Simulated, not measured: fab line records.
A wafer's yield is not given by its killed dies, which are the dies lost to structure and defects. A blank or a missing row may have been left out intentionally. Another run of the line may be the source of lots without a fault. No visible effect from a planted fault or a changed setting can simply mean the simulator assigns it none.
Which tool was responsible? + flow gf180mcu + 24 lots, 72 wafers sampled, at 6 steps of a route of 602

WHAT THE GAUGES READ, wafer by wafer
GF_HV_LDD_CD_MEAS_19: the cd target is 400 nm. Usual: cdNm reads 400.3 nm (standard deviation 2).
| lot  | measured     | on       | cdNm (nm)         | flag |
|------|--------------|----------|-------------------|------|
| L074 | day 10 22:36 | cdSem-01 | 401.5 402.0 402.0 |      |
| L075 | day 11 02:45 | cdSem-01 | 402.5 402.7 403.3 |      |
| L076 | day 11 12:27 | cdSem-01 | 400.0 397.2 399.0 |      |
| L077 | day 11 16:09 | cdSem-01 | 402.5 401.1 403.1 |      |
| L078 | day 11 23:55 | cdSem-01 | 399.3 400.7 403.7 |      |
| L079 | day 12 08:10 | cdSem-01 | 398.1 400.1 399.5 |      |
| L080 | day 12 14:34 | cdSem-02 | 402.8 402.7 402.8 |      |
| L081 | day 13 01:13 | cdSem-02 | 398.5 397.7 397.7 |      |
| L082 | day 13 11:55 | cdSem-01 | 401.9 400.7 401.0 |      |
| L083 | day 13 18:05 | cdSem-01 | 399.4 397.8 396.1 |      |
| L084 | day 13 20:43 | cdSem-02 | 401.3 400.9 401.6 |      |
| L085 | day 14 06:57 | cdSem-02 | 401.9 402.5 402.2 |      |
| L086 | day 14 16:21 | cdSem-01 | 396.3 396.5 400.7 |      |
| L087 | day 14 17:34 | cdSem-01 | 398.2 396.9 398.8 |      |
| L088 | day 15 08:31 | cdSem-01 | 400.4 399.9 400.7 |      |
| L089 | day 15 14:36 | cdSem-02 | 402.6 402.4 402.9 |      |
| L090 | day 16 03:31 | cdSem-02 | 400.1 399.7 403.5 |      |
| L091 | day 16 03:41 | cdSem-02 | 401.0 401.0 401.0 |      |
| L092 | day 16 11:32 | cdSem-01 | 400.1 395.6 397.7 |      |
| L093 | day 16 16:42 | cdSem-02 | 401.2 397.8 399.7 |      |
| L094 | day 17 03:52 | cdSem-01 | 402.4 399.9 399.2 |      |
| L095 | day 17 09:30 | cdSem-02 | 398.8 399.2 398.5 |      |
| L096 | day 17 18:14 | cdSem-01 | 399.5 398.7 399.2 |      |
| L097 | day 17 23:52 | cdSem-02 | 399.9 400.1 399.6 |      |

GF_HV_LDD_THK_MEAS_55. Usual: HV_LDD_CVD_54_THK gives 9.99 nm (standard deviation 0.13).
| lot  | measured     | on           | HV_LDD_CVD_54_THK (nm) | flag |
|------|--------------|--------------|------------------------|------|
| L074 | day 12 16:54 | filmMetro-02 | 10.16 10.04 10.03      |      |
| L075 | day 12 19:23 | filmMetro-02 | 9.92 9.98 10.04        |      |
| L076 | day 13 06:05 | filmMetro-03 | 9.83 9.98 9.85         |      |
| L077 | day 13 10:11 | filmMetro-02 | 9.85 9.79 9.75         |      |
| L078 | day 13 18:03 | filmMetro-01 | 9.77 9.80 9.86         |      |
| L079 | day 14 02:41 | filmMetro-02 | 9.85 9.86 9.85         |      |
| L080 | day 14 09:35 | filmMetro-02 | 9.77 9.79 9.92         |      |
| L081 | day 14 22:58 | filmMetro-03 | 9.90 10.15 9.91        |      |
| L082 | day 15 08:53 | filmMetro-01 | 9.82 9.93 9.96         |      |
| L083 | day 15 14:32 | filmMetro-03 | 9.99 10.00 9.89        |      |
| L084 | day 15 18:49 | filmMetro-02 | 10.02 10.09 10.11      |      |
| L085 | day 16 04:56 | filmMetro-02 | 9.87 9.89 9.97         |      |
| L086 | day 16 14:14 | filmMetro-02 | 10.09 10.15 10.16      |      |
| L087 | day 16 16:44 | filmMetro-03 | 9.96 9.91 9.99         |      |
| L088 | day 17 07:16 | filmMetro-03 | 9.73 9.79 9.78         |      |
| L089 | day 17 14:30 | filmMetro-02 | 10.01 10.09 10.02      |      |
| L090 | day 18 03:14 | filmMetro-02 | 10.05 10.07 10.10      |      |
| L091 | day 18 04:16 | filmMetro-02 | 10.05 10.27 10.06      |      |
| L092 | day 18 11:36 | filmMetro-01 | 9.91 9.83 9.88         |      |
| L093 | day 18 17:53 | filmMetro-01 | 10.27 10.15 10.10      |      |
| L094 | day 19 05:41 | filmMetro-02 | 10.17 10.05 10.20      |      |
| L095 | day 19 11:32 | filmMetro-01 | 10.13 10.13 10.27      |      |
| L096 | day 19 21:17 | filmMetro-01 | 10.16 10.15 10.15      |      |
| L097 | day 20 02:17 | filmMetro-01 | 10.12 9.88 10.03       |      |

GF_M4_RS_MEAS_05: the measuring method here is four-point-probe. Usual: M4_ALCU_RS gives 0.0708 ohm/sq (standard deviation 0.00074).
| lot  | measured     | on           | M4_ALCU_RS (ohm/sq)  | flag |
|------|--------------|--------------|----------------------|------|
| L074 | day 22 16:47 | filmMetro-03 | 0.0703 0.0705 0.0697 |      |
| L075 | day 22 19:58 | filmMetro-03 | 0.0714 0.0720 0.0717 |      |
| L076 | day 23 07:59 | filmMetro-04 | 0.0697 0.0699 0.0701 |      |
| L077 | day 23 13:40 | filmMetro-03 | 0.0701 0.0697 0.0703 |      |
| L078 | day 23 20:22 | filmMetro-03 | 0.0719 0.0715 0.0717 |      |
| L079 | day 24 07:05 | filmMetro-04 | 0.0712 0.0708 0.0706 |      |
| L080 | day 24 16:38 | filmMetro-04 | 0.0705 0.0707 0.0706 |      |
| L081 | day 25 03:12 | filmMetro-03 | 0.0697 0.0696 0.0694 |      |
| L082 | day 25 16:26 | filmMetro-04 | 0.0707 0.0704 0.0708 |      |
| L083 | day 25 18:14 | filmMetro-03 | 0.0699 0.0703 0.0705 |      |
| L084 | day 26 01:12 | filmMetro-04 | 0.0712 0.0707 0.0707 |      |
| L085 | day 26 10:57 | filmMetro-04 | 0.0717 0.0720 0.0724 |      |
| L086 | day 26 19:20 | filmMetro-03 | 0.0714 0.0703 0.0711 |      |
| L087 | day 26 21:43 | filmMetro-04 | 0.0711 0.0714 0.0715 |      |
| L088 | day 27 11:02 | filmMetro-04 | 0.0714 0.0712 0.0712 |      |
| L089 | day 27 16:53 | filmMetro-02 | 0.0703 0.0701 0.0706 |      |
| L090 | day 28 01:26 | filmMetro-03 | 0.0720 0.0722 0.0713 |      |
| L091 | day 28 03:46 | filmMetro-02 | 0.0707 0.0708 0.0711 |      |
| L092 | day 28 10:51 | filmMetro-03 | 0.0702 0.0694 0.0696 |      |
| L093 | day 28 15:33 | filmMetro-02 | 0.0712 0.0719 0.0712 |      |
| L094 | day 28 23:36 | filmMetro-02 | 0.0711 0.0710 0.0714 |      |
| L095 | day 29 06:08 | filmMetro-03 | 0.0706 0.0704 0.0701 |      |
| L096 | day 29 14:21 | filmMetro-02 | 0.0720 0.0722 0.0720 |      |
| L097 | day 29 18:02 | filmMetro-02 | 0.0718 0.0712 0.0716 |      |

GF_V5_CD_MEAS_14: the cd target is 260 nm. Usual: cdNm reads 260.7 nm (standard deviation 1.1).
| lot  | measured     | on       | cdNm (nm)         | flag |
|------|--------------|----------|-------------------|------|
| L074 | day 27 10:16 | cdSem-02 | 261.1 261.3 261.2 |      |
| L075 | day 27 11:31 | cdSem-01 | 260.0 261.4 262.1 |      |
| L076 | day 27 22:45 | cdSem-01 | 260.1 258.5 258.6 |      |
| L077 | day 28 02:45 | cdSem-02 | 259.6 260.0 259.6 |      |
| L078 | day 28 10:16 | cdSem-02 | 262.0 261.6 261.1 |      |
| L079 | day 28 18:28 | cdSem-02 | 259.1 260.1 259.5 |      |
| L080 | day 29 03:53 | cdSem-02 | 260.5 260.1 260.7 |      |
| L081 | day 29 12:44 | cdSem-02 | 261.9 261.1 260.6 |      |
| L082 | day 30 00:46 | cdSem-01 | 259.6 260.3 259.5 |      |
| L083 | day 30 03:52 | cdSem-02 | 259.1 259.5 260.3 |      |
| L084 | day 30 08:01 | cdSem-02 | 259.3 258.8 259.4 |      |
| L085 | day 30 16:22 | cdSem-02 | 262.7 261.6 263.1 |      |
| L086 | day 30 23:37 | cdSem-02 | 261.2 259.8 261.4 |      |
| L087 | day 31 02:43 | cdSem-01 | 262.2 260.4 261.8 |      |
| L088 | day 31 14:58 | cdSem-01 | 261.0 260.6 261.7 |      |
| L089 | day 31 19:38 | cdSem-02 | 260.2 259.6 260.5 |      |
| L090 | day 32 02:10 | cdSem-01 | 259.8 259.9 261.0 |      |
| L091 | day 32 03:58 | cdSem-01 | 261.4 260.7 261.0 |      |
| L092 | day 32 10:29 | cdSem-02 | 261.1 261.3 260.2 |      |
| L093 | day 32 14:39 | cdSem-02 | 263.1 263.1 261.7 |      |
| L094 | day 32 21:48 | cdSem-02 | 262.1 262.0 262.2 |      |
| L095 | day 33 03:27 | cdSem-02 | 258.8 260.1 259.3 |      |
| L096 | day 33 09:43 | cdSem-01 | 260.3 260.5 259.9 |      |
| L097 | day 33 12:19 | cdSem-02 | 260.8 261.2 261.2 |      |

WHAT TOOL EACH LOT RAN ON (gives the tool, then ch and the chambers of the sampled wafers, and finally the start)
| lot  | GF_STI_ETCH_13                   | GF_M5_ETCH_09                     |
|------|----------------------------------|-----------------------------------|
| L074 | rieDiel-01 ch 0,1,3, day 2 02:45 | rieDiel-01 ch 0,3, day 26 12:40   |
| L075 | rieDiel-01 ch 1,2,3, day 2 06:05 | rieDiel-03 ch 1,2,3, day 26 14:52 |
| L076 | rieDiel-02 ch 0,2, day 2 11:15   | rieDiel-04 ch 0,2,3, day 27 01:28 |
| L077 | rieDiel-01 ch 0,2,3, day 2 17:32 | rieDiel-01 ch 2,3, day 27 06:06   |
| L078 | rieDiel-02 ch 0,2, day 2 23:59   | rieDiel-01 ch 0,1,2, day 27 13:10 |
| L079 | rieDiel-04 ch 0,2,3, day 3 04:15 | rieDiel-03 ch 1,2, day 27 21:48   |
| L080 | rieDiel-01 ch 1,2,3, day 3 08:53 | rieDiel-01 ch 0,1, day 28 06:51   |
| L081 | rieDiel-02 ch 0,2,3, day 3 15:06 | rieDiel-03 ch 0,1,3, day 28 16:00 |
| L082 | rieDiel-01 ch 0,1,3, day 3 17:59 | rieDiel-03 ch 0,1,3, day 29 04:22 |
| L083 | rieDiel-01 ch 0,1,3, day 3 23:48 | rieDiel-03 ch 0,1,3, day 29 07:28 |
| L084 | rieDiel-02 ch 1,2,3, day 4 05:47 | rieDiel-03 ch 0,1,3, day 29 12:04 |
| L085 | rieDiel-04 ch 0,2,3, day 4 09:09 | rieDiel-01 ch 0,1,3, day 29 21:58 |
| L086 | rieDiel-04 ch 0,1,3, day 4 16:00 | rieDiel-04 ch 1,2,3, day 30 04:39 |
| L087 | rieDiel-01 ch 0,2, day 4 20:23   | rieDiel-04 ch 0,3, day 30 07:07   |
| L088 | rieDiel-04 ch 2,3, day 5 01:26   | rieDiel-03 ch 0,1,2, day 30 20:22 |
| L089 | rieDiel-01 ch 0,2,3, day 5 06:57 | rieDiel-03 ch 0,1,2, day 31 00:30 |
| L090 | rieDiel-04 ch 1,2,3, day 5 11:26 | rieDiel-04 ch 0,1,2, day 31 08:00 |
| L091 | rieDiel-02 ch 2,3, day 5 16:35   | rieDiel-01 ch 0,3, day 31 09:34   |
| L092 | rieDiel-01 ch 0,1, day 5 22:02   | rieDiel-01 ch 0,3, day 31 16:49   |
| L093 | rieDiel-02 ch 2,3, day 6 04:27   | rieDiel-03 ch 0,2, day 31 20:52   |
| L094 | rieDiel-01 ch 0,2,3, day 6 10:48 | rieDiel-03 ch 0,1,2, day 32 03:45 |
| L095 | rieDiel-01 ch 0,1,3, day 6 15:45 | rieDiel-03 ch 0,1,3, day 32 09:57 |
| L096 | rieDiel-01 ch 0,1,3, day 6 19:48 | rieDiel-01 ch 1,3, day 32 15:51   |
| L097 | rieDiel-01 ch 0,1,2, day 7 01:29 | rieDiel-01 ch 1,2,3, day 32 19:36 |
- GF_STI_ETCH_13: etches the open film in CHF3/O2, stops on Si, target depth 282.31 nm, time 112.9 s.
- GF_M5_ETCH_09: etches Si3N4 in CF4/O2, target depth 52 nm, time 11.95 s.

AS READ BY THE TOOLS THEMSELVES (means over the sampled wafers that have a number; for cases with no such wafer, the mark the record gives instead)
GF_STI_ETCH_13. Usual: drypumpMotorCurrentA 5.6 A, standard deviation 0.35; oesProductAu 0.834 a.u., standard deviation 0.006; throttleValvePct 8.810 %, standard deviation 0.0091.
| lot  | tool       | drypumpMotorCurrentA (A) | oesProductAu (a.u.) | throttleValvePct (%) | flag |
|------|------------|--------------------------|---------------------|----------------------|------|
| L074 | rieDiel-01 | 5.7                      | 0.824               | 8.809                |      |
| L075 | rieDiel-01 | 5.5                      | 0.839               | 8.809                |      |
| L076 | rieDiel-02 | 5.5                      | 0.835               | 8.808                |      |
| L077 | rieDiel-01 | 5.6                      | 0.823               | 8.810                |      |
| L078 | rieDiel-02 | 5.4                      | 0.825               | 8.808                |      |
| L079 | rieDiel-04 | 5.9                      | 0.835               | 8.819                |      |
| L080 | rieDiel-01 | 5.5                      | 0.832               | 8.814                |      |
| L081 | rieDiel-02 | 5.3                      | 0.832               | 8.814                |      |
| L082 | rieDiel-01 | 5.7                      | 0.830               | 8.810                |      |
| L083 | rieDiel-01 | 5.7                      | 0.829               | 8.816                |      |
| L084 | rieDiel-02 | 5.3                      | 0.835               | 8.815                |      |
| L085 | rieDiel-04 | 5.9                      | 0.836               | 8.804                |      |
| L086 | rieDiel-04 | 5.5                      | 0.837               | 8.814                |      |
| L087 | rieDiel-01 | 5.8                      | 0.833               | 8.807                |      |
| L088 | rieDiel-04 | 6.1                      | 0.834               | 8.800                |      |
| L089 | rieDiel-01 | 5.6                      | 0.837               | 8.808                |      |
| L090 | rieDiel-04 | 5.8                      | 0.836               | 8.818                |      |
| L091 | rieDiel-02 | 5.1                      | 0.838               | 8.814                |      |
| L092 | rieDiel-01 | 5.9                      | 0.830               | 8.818                |      |
| L093 | rieDiel-02 | 5.3                      | 0.835               | 8.806                |      |
| L094 | rieDiel-01 | 5.7                      | 0.839               | 8.820                |      |
| L095 | rieDiel-01 | 5.7                      | 0.833               | 8.805                |      |
| L096 | rieDiel-01 | 5.7                      | 0.841               | 8.812                |      |
| L097 | rieDiel-01 | 5.7                      | 0.839               | 8.810                |      |

GF_M5_ETCH_09. Usual: drypumpMotorCurrentA 5.8 A, standard deviation 0.42; oesProductAu 1.001 a.u., standard deviation 0.0082; throttleValvePct 5.971 %, standard deviation 0.0091.
| lot  | tool       | drypumpMotorCurrentA (A) | oesProductAu (a.u.) | throttleValvePct (%) | flag |
|------|------------|--------------------------|---------------------|----------------------|------|
| L074 | rieDiel-01 | 5.6                      | 1.003               | 5.968                |      |
| L075 | rieDiel-03 | 5.5                      | 1.009               | 5.986                |      |
| L076 | rieDiel-04 | 5.9                      | 1.010               | 5.980                |      |
| L077 | rieDiel-01 | 5.4                      | 0.991               | 5.968                |      |
| L078 | rieDiel-01 | 5.7                      | 0.999               | 5.969                |      |
| L079 | rieDiel-03 | 5.3                      | 1.008               | 5.966                |      |
| L080 | rieDiel-01 | 5.8                      | 0.997               | 5.964                |      |
| L081 | rieDiel-03 | 5.8                      | 1.004               | 5.970                |      |
| L082 | rieDiel-03 | 5.9                      | 0.997               | 5.982                |      |
| L083 | rieDiel-03 | 5.9                      | 1.012               | 5.970                |      |
| L084 | rieDiel-03 | 5.9                      | 1.006               | 5.969                |      |
| L085 | rieDiel-01 | 5.7                      | 0.997               | 5.972                |      |
| L086 | rieDiel-04 | 5.8                      | 1.004               | 5.976                |      |
| L087 | rieDiel-04 | 5.5                      | 0.992               | 5.976                |      |
| L088 | rieDiel-03 | 5.8                      | 0.998               | 5.977                |      |
| L089 | rieDiel-03 | 5.8                      | 1.004               | 5.977                |      |
| L090 | rieDiel-04 | 6.0                      | 1.003               | 5.973                |      |
| L091 | rieDiel-01 | 5.6                      | 1.002               | 5.979                |      |
| L092 | rieDiel-01 | 5.6                      | 0.990               | 5.976                |      |
| L093 | rieDiel-03 | 6.2                      | 0.998               | 5.967                |      |
| L094 | rieDiel-03 | 5.8                      | 0.997               | 5.975                |      |
| L095 | rieDiel-03 | 5.9                      | 1.008               | 5.982                |      |
| L096 | rieDiel-01 | 5.5                      | 0.996               | 5.967                |      |
| L097 | rieDiel-01 | 5.5                      | 0.997               | 5.976                |      |

THE ANSWER, worked out from the rows above alone
Rule: a lot is off if the mean of its wafers that have a number lies more than 3 standard deviations from the usual mean. Also off: a lot with no number at a reading for which 4 or more lots have one. All remaining lots with rows at the step are treated as sound. After the gauges, taken in route order, come the tools' own readings; for these a lot's mean is taken, as printed above. At the first step where some lot is off, the reading lying furthest off is the one used; lots without a number count as furthest.
Across all readings shown, no lot is off: no conclusion can be drawn from this.

WHAT THE SIMULATOR HAD INSERTED
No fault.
